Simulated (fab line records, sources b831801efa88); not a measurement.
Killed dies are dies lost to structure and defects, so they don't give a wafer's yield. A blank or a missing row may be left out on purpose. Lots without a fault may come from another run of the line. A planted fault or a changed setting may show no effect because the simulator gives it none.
fab line records | flow sky130
record lots=5 wafers=15 last_day=49
route steps=708 shown LDD_HVN@276 LDD_HVP@278 LDD_LDN@289 SPACER@304 POLY_CUT@307
lots that met no fault: from a run of the same line without faults
start_h: hours from the record's first day to the start of the lot's first wafer shown | wait_h: hours since the lot's step before | " the same as in the row above | L1.1+2: a row that stands for several wafers | - no value, or no start given | * or withheld: withheld | < > ~ a bound
route shown NAME@n: a module of which the file shows steps, and the number in the route of the first | usual: mean/standard deviation of fault-free wafers | same: alike in all rows | chamber/n: place in a boat | sites: the reading at each site | _std_site: their standard deviation | _edge_site: outer sites' mean less inner sites' | radius_mm: how far each site lies from the wafer's centre | mask NAME#n: copy n | behind: the tool/chamber that last shaped the wafer | hold: why the lot was held/for how many hours/how that ended | device: the transistor (n, p or np) that didn't switch | end of line: the same wafers' tests at the end of the route | a step without rows: its recipe alone | killed: dies lost to structure and defects at the first sort, not the wafer's yield | map: a wafer's dies, x killed, . not, _ none there
set.NAME: the setting as run; set.NAME@STEP: as run at that earlier step | model.NAME: the simulator's own value behind a step, which no gauge read
lots at some steps of the route; a table a step, a row a wafer
services: from which hour (start_h, from the record's first day; less than 0 if before it) a tool's chamber was out of use, for how many hours, and why
## steps
# step SKY_LDD_HVN_STRIP_09
# recipe chemistry=O2/N2 power_w=1400 pressure_mtorr=1500 platen_temp_c=withheld o2_flow_sccm=3000 n2_flow_sccm=300 overash_fraction=0.5
# usual drypump_motor_current_A=5.7/0.38 oes_product_au=0.408/0.0043 strip_time_to_endpoint_s=4.136/0.017
# columns lot.wafer tool chamber start_h wait_h drypump_motor_current_A oes_product_au rf_hours_counter_h strip_time_to_endpoint_s
L080.1 plasma_asher-02 0 524.33 0.1 5.6 0.407 9 4.173
L080.2 " 1 " " 5.8 0.407 9 4.131
L080.6 " 1 " " 5.8 0.405 - 4.164
L086.2 plasma_asher-01 0 578.69 0.1 6.3 0.417 85 4.159
L086.4 " 0 " " 6.3 0.409 - 4.130
L086.6 " 0 " " 6.3 0.413 - 4.126
L088.1 plasma_asher-02 0 603.57 0.1 5.6 0.414 17 4.142
L088.5 " 1 " " 5.8 0.406 - 4.138
L088.6 " 0 " " 5.6 0.403 - 4.138
L090.2 plasma_asher-02 0 611.68 0.1 5.6 0.409 18 4.124
L090.3 " 1 " " 5.8 0.412 - 4.126
L090.6 " 0 " " 5.6 0.405 - 4.147
L091.1 plasma_asher-01 1 616.32 0.1 5.4 0.411 89 4.152
L091.3 " 0 " " 6.3 0.408 - 4.135
L091.5 " 1 " " 5.4 0.400 - 4.119
# step SKY_LDD_HVN_TW_MEAS_10
# usual LDD_HVN_TW=1450/17
# columns lot.wafer tool chamber start_h wait_h LDD_HVN_TW
L080.1 film_metro-04 - 524.43 0.1 1463
L080.2 " - " " 1464
L080.6 " - " " 1461
L086.2 film_metro-03 - 578.80 0.1 1450
L086.4 " - " " 1453
L086.6 " - " " 1449
L088.1 film_metro-04 - 603.67 0.1 1457
L088.5 " - " " 1463
L088.6 " - " " 1474
L090.2 film_metro-01 - 611.79 0.1 1419
L090.3 " - " " 1408
L090.6 " - " " 1420
L091.1 film_metro-03 - 616.42 0.1 1451
L091.3 " - " " 1451
L091.5 " - " " 1452
# step SKY_LDD_HVP_DEHYDRATE_00
# recipe temp_c=200 time_s=60
# usual chill_plate_temp_C=23.01/0.098
# columns lot.wafer tool chamber start_h wait_h chill_plate_temp_C
L080.1 litho_track-04 0 539.33 14.9 23.06
L080.2 " 0 " " 23.10
L080.6 " 0 " " 23.12
L086.2 litho_track-03 0 592.88 14.1 22.90
L086.4 " 0 " " 22.94
L086.6 " 0 " " 23.04
L088.1 litho_track-01 0 618.30 14.6 23.03
L088.5 " 0 " " 23.14
L088.6 " 0 " " 22.97
L090.2 litho_track-03 0 626.33 14.5 22.96
L090.3 " 0 " " 23.00
L090.6 " 0 " " 22.99
L091.1 litho_track-03 0 630.60 14.2 23.06
L091.3 " 0 " " 23.08
L091.5 " 0 " " 23.06
# step SKY_LDD_HVP_HMDS_01
# recipe prime_time_s=60 prime_temp_c=120
# usual chill_plate_temp_C=23.01/0.11
# columns lot.wafer tool chamber start_h wait_h chill_plate_temp_C
L080.1 litho_track-04 0 539.48 0.1 22.92
L080.2 " 0 " " 22.78
L080.6 " 0 " " 22.86
L086.2 litho_track-03 0 593.03 0.1 22.87
L086.4 " 0 " " 22.95
L086.6 " 0 " " 22.85
L088.1 litho_track-01 0 618.45 0.1 23.02
L088.5 " 0 " " 23.07
L088.6 " 0 " " 22.79
L090.2 litho_track-03 0 626.48 0.1 22.80
L090.3 " 0 " " 22.89
L090.6 " 0 " " 23.06
L091.1 litho_track-03 0 630.75 0.1 22.98
L091.3 " 0 " " 22.88
L091.5 " 0 " " 23.07
# step SKY_LDD_HVP_COAT_02
# recipe resist=NOVOLAK spin_rpm=3000 resist_thk_nm=300
# usual chill_plate_temp_C=22.99/0.11
# columns lot.wafer tool chamber start_h wait_h chill_plate_temp_C
L080.1 litho_track-04 0 539.63 0.1 22.88
L080.2 " 0 " " 22.97
L080.6 " 0 " " 23.00
L086.2 litho_track-03 0 593.18 0.1 23.00
L086.4 " 0 " " 22.93
L086.6 " 0 " " 22.93
L088.1 litho_track-01 0 618.60 0.1 23.00
L088.5 " 0 " " 23.13
L088.6 " 0 " " 22.93
L090.2 litho_track-03 0 626.63 0.1 23.09
L090.3 " 0 " " 23.15
L090.6 " 0 " " 23.09
L091.1 litho_track-03 0 630.90 0.1 22.85
L091.3 " 0 " " 22.93
L091.5 " 0 " " 22.90
# step SKY_LDD_HVP_SOFTBAKE_03
# recipe temp_c=90 time_s=60 resist=NOVOLAK
# usual chill_plate_temp_C=23.01/0.11
# columns lot.wafer tool chamber start_h wait_h chill_plate_temp_C
L080.1 litho_track-04 0 539.78 0.1 22.98
L080.2 " 0 " " 23.01
L080.6 " 0 " " 23.00
L086.2 litho_track-03 0 593.33 0.1 22.93
L086.4 " 0 " " 23.18
L086.6 " 0 " " 23.02
L088.1 litho_track-01 0 618.75 0.1 22.93
L088.5 " 0 " " 22.99
L088.6 " 0 " " 22.97
L090.2 litho_track-03 0 626.78 0.1 22.86
L090.3 " 0 " " 22.69
L090.6 " 0 " " 22.93
L091.1 litho_track-03 0 631.05 0.1 23.17
L091.3 " 0 " " 23.20
L091.5 " 0 " " 23.15
# step SKY_LDD_HVP_EXPOSE_04
# recipe mask_id=HVPTM na=0.6 source_shape=conventional sigma_outer=0.6 polarization=unpolarized target_cd_nm=700 dose_mj=86
# same sigma_outer=0.6
# columns lot.wafer tool chamber start_h wait_h mask
L080.1+2+6 iline_stepper-02 0 - - HVPTM#0
L086.2+4+6 iline_stepper-02 0 - - HVPTM#0
L088.1+5+6 iline_stepper-01 0 - - HVPTM#0
L090.2+3+6 iline_stepper-02 0 - - HVPTM#0
L091.1+3+5 iline_stepper-01 0 - - HVPTM#0
# step SKY_LDD_HVP_PEB_05
# recipe temp_c=withheld time_s=* resist=NOVOLAK
# usual chill_plate_temp_C=*
# columns lot.wafer tool chamber start_h wait_h chill_plate_temp_C
L080.1 litho_track-04 0 - - *
L080.2 " 0 " " *
L080.6 " 0 " " *
L086.2 litho_track-04 0 - - *
L086.4 " 0 " " *
L086.6 " 0 " " *
L088.1 litho_track-04 0 - - *
L088.5 " 0 " " *
L088.6 " 0 " " *
L090.2 litho_track-03 0 - - *
L090.3 " 0 " " *
L090.6 " 0 " " *
L091.1 litho_track-03 0 - - *
L091.3 " 0 " " *
L091.5 " 0 " " *
# step SKY_LDD_HVP_DEVELOP_06
# recipe resist=NOVOLAK developer=TMAH develop_time_s=60 dev_temp_c=23
# usual chill_plate_temp_C=23.04/0.11
# columns lot.wafer tool chamber start_h wait_h chill_plate_temp_C
L080.1 litho_track-04 0 554.78 0.1 22.92
L080.2 " 0 " " 22.98
L080.6 " 0 " " 22.95
L086.2 litho_track-04 0 608.55 0.1 22.84
L086.4 " 0 " " 23.01
L086.6 " 0 " " 22.88
L088.1 litho_track-04 0 633.08 0.1 22.94
L088.5 " 0 " " 23.05
L088.6 " 0 " " 22.92
L090.2 litho_track-03 0 640.93 0.1 23.11
L090.3 " 0 " " 23.13
L090.6 " 0 " " 23.00
L091.1 litho_track-03 0 645.60 0.1 22.99
L091.3 " 0 " " 23.20
L091.5 " 0 " " 23.13
# step SKY_LDD_HVP_OVL_MEAS_07
# usual LDD_HVP_OVL=-0.1/1.3
# columns lot.wafer tool chamber start_h wait_h LDD_HVP_OVL[nm]
L080.1 overlay-01 - 554.93 0.1 -1.8
L080.2 " - " " 0.1
L080.6 " - " " 1.2
L086.2 overlay-02 - 608.68 0.1 0.8
L086.4 " - " " 2.1
L086.6 " - " " 2.2
L088.1 overlay-01 - 633.23 0.1 -0.7
L088.5 " - " " -0.8
L088.6 " - " " -1.3
L090.2 overlay-02 - 641.06 0.1 2.3
L090.3 " - " " 1.4
L090.6 " - " " 3.5
L091.1 overlay-02 - 645.75 0.1 0.1
L091.3 " - " " 0.7
L091.5 " - " " 0.9
# step SKY_LDD_HVP_IMPLANT_08
# recipe species=B energy_kev=20.25 dose_cm2=1.7e+13 tilt_deg=17.9
# columns lot.wafer tool chamber start_h wait_h
L080.1+2+6 implanter-01 0 554.96 0.0
L086.2+4+6 implanter-04 0 608.74 0.0
L088.1+5+6 implanter-01 0 633.26 0.0
L090.2+3+6 implanter-04 0 641.11 0.0
L091.1+3+5 implanter-04 0 645.79 0.0
# step SKY_LDD_HVP_STRIP_09
# recipe chemistry=O2/N2 power_w=1400 pressure_mtorr=1500 platen_temp_c=withheld o2_flow_sccm=3000 n2_flow_sccm=300 overash_fraction=0.5
# usual drypump_motor_current_A=5.8/0.33 oes_product_au=0.408/0.0049 strip_time_to_endpoint_s=4.133/0.014
# columns lot.wafer tool chamber start_h wait_h drypump_motor_current_A oes_product_au rf_hours_counter_h strip_time_to_endpoint_s
L080.1 plasma_asher-02 0 555.11 0.1 5.6 0.407 12 4.140
L080.2 " 1 " " 5.8 0.413 12 4.142
L080.6 " 0 " " 5.6 0.411 - 4.137
L086.2 plasma_asher-01 0 608.86 0.1 6.3 0.407 88 4.149
L086.4 " 0 " " 6.4 0.410 - 4.160
L086.6 " 0 " " 6.4 0.410 - 4.151
L088.1 plasma_asher-01 0 633.41 0.1 6.3 0.403 90 4.117
L088.5 " 0 " " 6.4 0.419 - 4.123
L088.6 " 1 " " 5.4 0.416 - 4.121
L090.2 plasma_asher-02 0 641.24 0.1 5.6 0.409 21 4.148
L090.3 " 0 " " 5.6 0.411 - 4.149
L090.6 " 1 " " 5.8 0.401 - 4.155
L091.1 plasma_asher-01 1 645.94 0.1 5.4 0.402 92 4.143
L091.3 " 0 " " 6.4 0.407 - 4.150
L091.5 " 0 " " 6.3 0.403 - 4.149
# step SKY_LDD_HVP_TW_MEAS_10
# usual LDD_HVP_TW=461/5.7
# columns lot.wafer tool chamber start_h wait_h LDD_HVP_TW
L080.1 film_metro-04 - 555.21 0.1 461
L080.2 " - " " 461
L080.6 " - " " 463
L086.2 film_metro-03 - 608.97 0.1 461
L086.4 " - " " 465
L086.6 " - " " 462
L088.1 film_metro-03 - 633.51 0.1 464
L088.5 " - " " 464
L088.6 " - " " 464
L090.2 film_metro-03 - 641.35 0.1 464
L090.3 " - " " 464
L090.6 " - " " 465
L091.1 film_metro-03 - 646.04 0.1 462
L091.3 " - " " 465
L091.5 " - " " 464
# step SKY_LDD_LDN_DEHYDRATE_00
# recipe temp_c=200 time_s=60
# usual chill_plate_temp_C=22.97/0.12
# columns lot.wafer tool chamber start_h wait_h chill_plate_temp_C
L080.1 litho_track-04 0 569.58 14.4 22.93
L080.2 " 0 " " 23.11
L080.6 " 0 " " 22.99
L086.2 litho_track-01 0 623.37 14.4 22.91
L086.4 " 0 " " 23.12
L086.6 " 0 " " 23.06
L088.1 litho_track-01 0 647.35 13.8 23.02
L088.5 " 0 " " 23.10
L088.6 " 0 " " 22.99
L090.2 litho_track-02 0 655.46 14.1 22.88
L090.3 " 0 " " 23.05
L090.6 " 0 " " 23.02
L091.1 litho_track-01 0 660.05 14.0 22.82
L091.3 " 0 " " 22.75
L091.5 " 0 " " 22.81
# step SKY_LDD_LDN_HMDS_01
# recipe prime_time_s=60 prime_temp_c=120
# usual chill_plate_temp_C=23.00/0.11
# columns lot.wafer tool chamber start_h wait_h chill_plate_temp_C
L080.1 litho_track-04 0 569.73 0.1 22.94
L080.2 " 0 " " 22.82
L080.6 " 0 " " 22.79
L086.2 litho_track-01 0 623.52 0.1 23.19
L086.4 " 0 " " 23.23
L086.6 " 0 " " 23.14
L088.1 litho_track-01 0 647.50 0.1 23.12
L088.5 " 0 " " 23.05
L088.6 " 0 " " 23.05
L090.2 litho_track-02 0 655.61 0.1 22.95
L090.3 " 0 " " 22.99
L090.6 " 0 " " 22.88
L091.1 litho_track-01 0 660.20 0.1 23.12
L091.3 " 0 " " 23.12
L091.5 " 0 " " 22.95
# step SKY_LDD_LDN_COAT_02
# recipe resist=NOVOLAK spin_rpm=3000 resist_thk_nm=1140
# usual chill_plate_temp_C=23.00/0.12
# columns lot.wafer tool chamber start_h wait_h chill_plate_temp_C
L080.1 litho_track-04 0 569.88 0.1 22.90
L080.2 " 0 " " 23.10
L080.6 " 0 " " 22.88
L086.2 litho_track-01 0 623.67 0.1 23.04
L086.4 " 0 " " 23.20
L086.6 " 0 " " 23.22
L088.1 litho_track-01 0 647.65 0.1 22.98
L088.5 " 0 " " 23.01
L088.6 " 0 " " 23.06
L090.2 litho_track-02 0 655.76 0.1 22.81
L090.3 " 0 " " 22.81
L090.6 " 0 " " 22.88
L091.1 litho_track-01 0 660.35 0.1 22.92
L091.3 " 0 " " 22.93
L091.5 " 0 " " 22.94
# step SKY_LDD_LDN_SOFTBAKE_03
# recipe temp_c=90 time_s=60 resist=NOVOLAK
# usual chill_plate_temp_C=23.01/0.11
# columns lot.wafer tool chamber start_h wait_h chill_plate_temp_C
L080.1 litho_track-04 0 570.03 0.1 23.01
L080.2 " 0 " " 23.06
L080.6 " 0 " " 23.00
L086.2 litho_track-01 0 623.82 0.1 23.04
L086.4 " 0 " " 23.09
L086.6 " 0 " " 22.96
L088.1 litho_track-01 0 647.80 0.1 23.13
L088.5 " 0 " " 23.03
L088.6 " 0 " " 23.23
L090.2 litho_track-02 0 655.91 0.1 22.80
L090.3 " 0 " " 22.84
L090.6 " 0 " " 22.88
L091.1 litho_track-01 0 660.50 0.1 22.94
L091.3 " 0 " " 23.01
L091.5 " 0 " " 22.98
# step SKY_LDD_LDN_EXPOSE_04
# recipe mask_id=LDNTM na=0.6 source_shape=conventional sigma_outer=0.6 polarization=unpolarized target_cd_nm=700 dose_mj=140
# same sigma_outer=0.6
# columns lot.wafer tool chamber start_h wait_h mask
L080.1+2+6 iline_stepper-01 0 - - LDNTM#0
L086.2+4+6 iline_stepper-01 0 - - LDNTM#0
L088.1+5+6 iline_stepper-01 0 - - LDNTM#0
L090.2+3+6 iline_stepper-01 0 - - LDNTM#0
L091.1+3+5 iline_stepper-02 0 - - LDNTM#0
# step SKY_LDD_LDN_PEB_05
# recipe temp_c=withheld time_s=* resist=NOVOLAK
# usual chill_plate_temp_C=*
# columns lot.wafer tool chamber start_h wait_h chill_plate_temp_C
L080.1 litho_track-01 0 - - *
L080.2 " 0 " " *
L080.6 " 0 " " *
L086.2 litho_track-01 0 - - *
L086.4 " 0 " " *
L086.6 " 0 " " *
L088.1 litho_track-01 0 - - *
L088.5 " 0 " " *
L088.6 " 0 " " *
L090.2 litho_track-01 0 - - *
L090.3 " 0 " " *
L090.6 " 0 " " *
L091.1 litho_track-01 0 - - *
L091.3 " 0 " " *
L091.5 " 0 " " *
# step SKY_LDD_LDN_DEVELOP_06
# recipe resist=NOVOLAK developer=TMAH develop_time_s=60 dev_temp_c=23
# usual chill_plate_temp_C=22.99/0.11
# columns lot.wafer tool chamber start_h wait_h chill_plate_temp_C
L080.1 litho_track-01 0 585.10 0.1 22.94
L080.2 " 0 " " 22.87
L080.6 " 0 " " 23.20
L086.2 litho_track-01 0 638.27 0.1 22.85
L086.4 " 0 " " 23.04
L086.6 " 0 " " 22.93
L088.1 litho_track-01 0 661.95 0.1 23.01
L088.5 " 0 " " 22.95
L088.6 " 0 " " 23.33
L090.2 litho_track-01 0 669.87 0.1 22.98
L090.3 " 0 " " 23.20
L090.6 " 0 " " 23.04
L091.1 litho_track-01 0 674.40 0.1 22.97
L091.3 " 0 " " 22.95
L091.5 " 0 " " 23.00
# step SKY_LDD_LDN_OVL_MEAS_07
# usual LDD_LDN_OVL=0.4/1.3
# columns lot.wafer tool chamber start_h wait_h LDD_LDN_OVL[nm]
L080.1 overlay-02 - 585.25 0.1 -0.2
L080.2 " - " " 2.2
L080.6 " - " " 1.8
L086.2 overlay-02 - 638.40 0.1 -2.3
L086.4 " - " " -0.6
L086.6 " - " " -0.8
L088.1 overlay-01 - 662.10 0.1 -1.2
L088.5 " - " " 0.5
L088.6 " - " " 0.2
L090.2 overlay-01 - 670.00 0.1 1.6
L090.3 " - " " 0.2
L090.6 " - " " 1.1
L091.1 overlay-01 - 674.55 0.1 0.8
L091.3 " - " " 0.2
L091.5 " - " " 0.4
# step SKY_LDD_LDN_IMPLANT_08
# recipe species=As energy_kev=15 dose_cm2=1.25e+13 tilt_deg=withheld rotation_deg=23
# columns lot.wafer tool chamber start_h wait_h
L080.1+2+6 implanter-01 0 585.28 0.0
L086.2+4+6 implanter-01 0 638.46 0.0
L088.1+5+6 implanter-04 0 662.13 0.0
L090.2+3+6 implanter-01 0 670.06 0.0
L091.1+3+5 implanter-01 0 674.58 0.0
# step SKY_LDD_LDN_IMPLANT_09
# recipe species=As energy_kev=15 dose_cm2=1.25e+13 tilt_deg=withheld rotation_deg=113
# columns lot.wafer tool chamber start_h wait_h
L080.1+2+6 implanter-01 0 585.43 0.1
L086.2+4+6 implanter-01 0 638.61 0.1
L088.1+5+6 implanter-04 0 662.28 0.1
L090.2+3+6 implanter-01 0 670.21 0.1
L091.1+3+5 implanter-01 0 674.73 0.1
# step SKY_LDD_LDN_IMPLANT_10
# recipe species=As energy_kev=15 dose_cm2=1.25e+13 tilt_deg=withheld rotation_deg=203
# columns lot.wafer tool chamber start_h wait_h
L080.1+2+6 implanter-01 0 585.58 0.1
L086.2+4+6 implanter-01 0 638.76 0.1
L088.1+5+6 implanter-04 0 662.43 0.1
L090.2+3+6 implanter-01 0 670.36 0.1
L091.1+3+5 implanter-01 0 674.88 0.1
# step SKY_LDD_LDN_IMPLANT_11
# recipe species=As energy_kev=15 dose_cm2=1.25e+13 tilt_deg=withheld rotation_deg=293
# columns lot.wafer tool chamber start_h wait_h
L080.1+2+6 implanter-01 0 585.73 0.1
L086.2+4+6 implanter-01 0 638.91 0.1
L088.1+5+6 implanter-04 0 662.58 0.1
L090.2+3+6 implanter-01 0 670.51 0.1
L091.1+3+5 implanter-01 0 675.03 0.1
# step SKY_LDD_LDN_STRIP_12
# recipe chemistry=O2/N2 power_w=1400 pressure_mtorr=1500 platen_temp_c=withheld o2_flow_sccm=3000 n2_flow_sccm=300 overash_fraction=0.5
# usual drypump_motor_current_A=5.7/0.34 oes_product_au=0.715/0.0043 strip_time_to_endpoint_s=14.17/0.042
# columns lot.wafer tool chamber start_h wait_h drypump_motor_current_A oes_product_au rf_hours_counter_h strip_time_to_endpoint_s
L080.1 plasma_asher-04 0 585.88 0.1 6.0 0.716 39 14.15
L080.2 " 1 " " 5.7 0.714 39 14.10
L080.6 " 0 " " 6.0 0.714 - 14.11
L086.2 plasma_asher-03 1 639.03 0.1 6.0 0.716 86 14.09
L086.4 " 0 " " 5.1 0.721 - 14.13
L086.6 " 1 " " 6.0 0.718 - 14.09
L088.1 plasma_asher-04 1 662.73 0.1 5.7 0.716 47 14.14
L088.5 " 0 " " 6.0 0.712 - 14.18
L088.6 " 1 " " 5.7 0.718 - 14.17
L090.2 plasma_asher-02 1 670.63 0.1 5.8 0.710 24 14.20
L090.3 " 0 " " 5.6 0.718 - 14.18
L090.6 " 1 " " 5.8 0.713 - 14.18
L091.1 plasma_asher-03 1 675.18 0.1 6.0 0.712 89 14.15
L091.3 " 1 " " 6.0 0.712 - 14.13
L091.5 " 0 " " 5.1 0.717 - 14.14
# step SKY_LDD_LDN_TW_MEAS_13
# usual LDD_LDN_TW=1471/20
# columns lot.wafer tool chamber start_h wait_h LDD_LDN_TW
L080.1 film_metro-01 - 585.98 0.1 1461
L080.2 " - " " 1448
L080.6 " - " " 1449
L086.2 film_metro-02 - 639.14 0.1 1451
L086.4 " - " " 1451
L086.6 " - " " 1451
L088.1 film_metro-01 - 662.83 0.1 1460
L088.5 " - " " 1458
L088.6 " - " " 1467
L090.2 film_metro-03 - 670.74 0.1 1495
L090.3 " - " " 1504
L090.6 " - " " 1496
L091.1 film_metro-01 - 675.28 0.1 1472
L091.3 " - " " 1468
L091.5 " - " " 1477
# step SKY_LDD_LDN_CLEAN_14
# recipe chemistry=SC1/SC2 mix=1:4:20 temp_c=70 time_s=150 dry=n2_spin
# usual temp_c=70.01/0.12
# columns lot.wafer tool chamber start_h wait_h temp_c
L080.1 wet_bench-04 1 586.04 0.1 70.02
L080.2 " 1 " " 70.04
L080.6 " 1 " " 69.93
L086.2 wet_bench-01 1 639.19 0.0 70.05
L086.4 " 1 " " 70.24
L086.6 " 1 " " 70.13
L088.1 wet_bench-03 1 662.89 0.1 70.03
L088.5 " 1 " " 69.98
L088.6 " 1 " " 70.01
L090.2 wet_bench-04 2 670.79 0.0 70.09
L090.3 " 2 " " 70.00
L090.6 " 2 " " 70.16
L091.1 wet_bench-04 0 675.34 0.1 69.97
L091.3 " 0 " " 69.98
L091.5 " 0 " " 70.02
# step SKY_SPACER_CVD_00
# recipe material=Si3N4 precursor=DCS/NH3 target_thk_nm=43.1 temp_c=770 time_s=740 pressure_mtorr=250
# usual zone_power_centre_pct=14.9/0.91
# columns lot.wafer tool chamber start_h wait_h zone_power_centre_pct
L080.1 lpcvd-02 1 586.09 0.0 15.2
L080.2 " 1 " " 15.1
L080.6 " 1 " " 15.1
L086.2 lpcvd-02 1 639.25 0.0 15.6
L086.4 " 1 " " 15.4
L086.6 " 1 " " 15.3
L088.1 lpcvd-02 0 664.08 1.1 12.9
L088.5 " 0 " " 13.0
L088.6 " 0 " " 12.8
L090.2 lpcvd-02 1 671.31 0.5 15.6
L090.3 " 1 " " 15.2
L090.6 " 1 " " 15.1
L091.1 lpcvd-02 1 678.09 2.7 15.1
L091.3 " 1 " " 15.3
L091.5 " 1 " " 15.0
# step SKY_SPACER_THK_MEAS_01
# recipe reads=Si3N4_of_SPACER_CVD_00
# usual SPACER_CVD_00_THK=43.0/0.43
# columns lot.wafer tool chamber start_h wait_h SPACER_CVD_00_THK[nm]
L080.1 film_metro-01 - 587.30 0.0 42.8
L080.2 " - " " 42.9
L080.6 " - " " 42.7
L086.2 film_metro-02 - 640.46 0.0 42.9
L086.4 " - " " 43.0
L086.6 " - " " 42.5
L088.1 film_metro-04 - 665.89 0.0 42.8
L088.5 " - " " 42.6
L088.6 " - " " 42.6
L090.2 film_metro-04 - 673.13 0.0 43.4
L090.3 " - " " 43.5
L090.6 " - " " 43.4
L091.1 film_metro-01 - 679.30 0.0 43.3
L091.3 " - " " 42.8
L091.5 " - " " 43.3
# step SKY_SPACER_ETCHBACK_02
# recipe chemistry=CH3F/O2 target=Si3N4 stop_on=SiO2 source_w=400 bias_w=80 pressure_mtorr=25 ch3f_flow_sccm=40 O2_flow_sccm=30 time_s=46.7 target_depth_a=450
# usual drypump_motor_current_A=5.6/0.49 oes_product_au=0.854/0.0066 throttle_valve_pct=10.562/0.01
# columns lot.wafer tool chamber start_h wait_h drypump_motor_current_A oes_product_au rf_hours_counter_h throttle_valve_pct
L080.1 rie_diel-03 2 587.36 0.1 5.8 0.850 8 10.552
L080.2 " 1 " " 5.5 0.856 11 10.563
L080.6 " 3 " " 4.7 0.850 - 10.565
L086.2 rie_diel-03 2 640.51 0.0 5.7 0.859 10 10.553
L086.4 " 0 " " 5.7 0.857 6 10.569
L086.6 " 3 " " 4.7 0.845 - 10.547
L088.1 rie_diel-03 2 665.95 0.1 5.7 0.854 10 10.564
L088.5 " 0 " " 5.7 0.852 - 10.556
L088.6 " 1 " " 5.5 0.848 - 10.557
L090.2 rie_diel-03 1 673.18 0.0 5.5 0.863 13 10.554
L090.3 " 0 " " 5.7 0.858 6 10.543
L090.6 " 3 " " 4.7 0.856 - 10.579
L091.1 rie_diel-02 2 679.36 0.1 5.3 0.851 2 10.552
L091.3 " 3 " " 5.7 0.862 1 10.548
L091.5 " 3 " " 5.7 0.854 - 10.573
# step SKY_POLY_CUT_DEHYDRATE_00
# recipe temp_c=200 time_s=60
# usual chill_plate_temp_C=23.00/0.1
# columns lot.wafer tool chamber start_h wait_h chill_plate_temp_C
L080.1 litho_track-02 0 601.38 14.0 22.78
L080.2 " 0 " " 23.08
L080.6 " 0 " " 23.02
L086.2 litho_track-04 0 654.70 14.2 22.86
L086.4 " 0 " " 22.97
L086.6 " 0 " " 22.86
L088.1 litho_track-04 0 679.03 13.1 22.92
L088.5 " 0 " " 22.92
L088.6 " 0 " " 22.94
L090.2 litho_track-02 0 686.96 13.8 22.99
L090.3 " 0 " " 23.04
L090.6 " 0 " " 23.09
L091.1 litho_track-02 0 692.98 13.6 23.15
L091.3 " 0 " " 23.08
L091.5 " 0 " " 23.00
# step SKY_POLY_CUT_HMDS_01
# recipe prime_time_s=60 prime_temp_c=120
# usual chill_plate_temp_C=23.02/0.11
# columns lot.wafer tool chamber start_h wait_h chill_plate_temp_C
L080.1 litho_track-02 0 601.53 0.1 23.10
L080.2 " 0 " " 22.94
L080.6 " 0 " " 23.07
L086.2 litho_track-04 0 654.85 0.1 22.95
L086.4 " 0 " " 22.92
L086.6 " 0 " " 22.93
L088.1 litho_track-04 0 679.18 0.1 23.08
L088.5 " 0 " " 23.07
L088.6 " 0 " " 22.88
L090.2 litho_track-02 0 687.11 0.1 22.98
L090.3 " 0 " " 22.97
L090.6 " 0 " " 22.99
L091.1 litho_track-02 0 693.13 0.1 23.06
L091.3 " 0 " " 22.79
L091.5 " 0 " " 22.95
# step SKY_POLY_CUT_COAT_02
# recipe resist=BARC temp_c=withheld time_s=withheld spin_rpm=3000 resist_thk_nm=60
# usual chill_plate_temp_C=*
# columns lot.wafer tool chamber start_h wait_h chill_plate_temp_C
L080.1 litho_track-02 0 601.68 0.1 *
L080.2 " 0 " " *
L080.6 " 0 " " *
L086.2 litho_track-04 0 655.00 0.1 *
L086.4 " 0 " " *
L086.6 " 0 " " *
L088.1 litho_track-04 0 679.33 0.1 *
L088.5 " 0 " " *
L088.6 " 0 " " *
L090.2 litho_track-02 0 687.26 0.1 *
L090.3 " 0 " " *
L090.6 " 0 " " *
L091.1 litho_track-02 0 693.28 0.1 *
L091.3 " 0 " " *
L091.5 " 0 " " *
# step SKY_POLY_CUT_COAT_03
# recipe resist=KrF-thick spin_rpm=3000 resist_thk_nm=450
# usual chill_plate_temp_C=23.00/0.09
# columns lot.wafer tool chamber start_h wait_h chill_plate_temp_C
L080.1 litho_track-02 0 - - 23.09
L080.2 " 0 " " 23.03
L080.6 " 0 " " 23.06
L086.2 litho_track-04 0 - - 23.11
L086.4 " 0 " " 23.00
L086.6 " 0 " " 23.20
L088.1 litho_track-04 0 - - 22.84
L088.5 " 0 " " 22.87
L088.6 " 0 " " 23.03
L090.2 litho_track-02 0 - - 23.00
L090.3 " 0 " " 23.00
L090.6 " 0 " " 22.91
L091.1 litho_track-02 0 - - 22.81
L091.3 " 0 " " 22.89
L091.5 " 0 " " 23.04
# step SKY_POLY_CUT_SOFTBAKE_04
# recipe temp_c=100 time_s=90 resist=KrF-thick
# usual chill_plate_temp_C=23.02/0.11
# columns lot.wafer tool chamber start_h wait_h chill_plate_temp_C
L080.1 litho_track-02 0 - - 22.85
L080.2 " 0 " " 22.92
L080.6 " 0 " " 23.03
L086.2 litho_track-04 0 - - 23.03
L086.4 " 0 " " 23.14
L086.6 " 0 " " 23.15
L088.1 litho_track-04 0 - - 22.83
L088.5 " 0 " " 22.85
L088.6 " 0 " " 22.95
L090.2 litho_track-02 0 - - 23.09
L090.3 " 0 " " 22.98
L090.6 " 0 " " 23.15
L091.1 litho_track-02 0 - - 23.02
L091.3 " 0 " " 22.86
L091.5 " 0 " " 23.09
# step SKY_POLY_CUT_EXPOSE_05
# recipe mask_id=NPCM na=0.8 source_shape=annular sigma_inner=0.55 sigma_outer=0.85 target_cd_nm=270 dose_mj=32
# same sigma_outer=0.85
# columns lot.wafer tool chamber start_h wait_h mask
L080.1+2+6 krf_scanner-01 0 - - NPCM#0
L086.2+4+6 krf_scanner-01 0 - - NPCM#0
L088.1+5+6 krf_scanner-02 0 - - NPCM#0
L090.2+3+6 krf_scanner-02 0 - - NPCM#0
L091.1+3+5 krf_scanner-02 0 - - NPCM#0
## services
# columns tool chamber start_h hours kind
krf_scanner-01 - 501.51 0.8 pm
implanter-01 - 521.59 2.1 repair
krf_scanner-01 - 536.01 1.1 repair
implanter-01 - 536.58 0.8 repair
rie_diel-03 - 542.35 1.7 repair
lpcvd-02 - 543.99 6.1 pm
iline_stepper-01 - 551.68 2.1 pm
iline_stepper-01 - 556.45 0.8 repair
krf_scanner-02 - 560.45 1.3 pm
implanter-01 - 562.96 8.7 repair
iline_stepper-02 - 568.11 5.8 repair
plasma_asher-01 - 573.90 4.4 repair
krf_scanner-02 - 577.41 3.6 pm
rie_diel-03 0 583.52 9.7 repair
plasma_asher-01 - 587.94 4.5 repair
krf_scanner-02 - 595.45 1.0 pm
iline_stepper-02 - 608.64 1.7 pm
iline_stepper-02 - 613.77 0.7 repair
krf_scanner-02 - 647.83 0.8 pm
implanter-01 - 649.98 1.8 repair
krf_scanner-02 - 654.17 1.7 repair
rie_diel-03 - 663.12 0.9 repair
iline_stepper-01 - 665.87 1.7 pm
krf_scanner-02 - 668.30 1.1 repair
## key
fault none
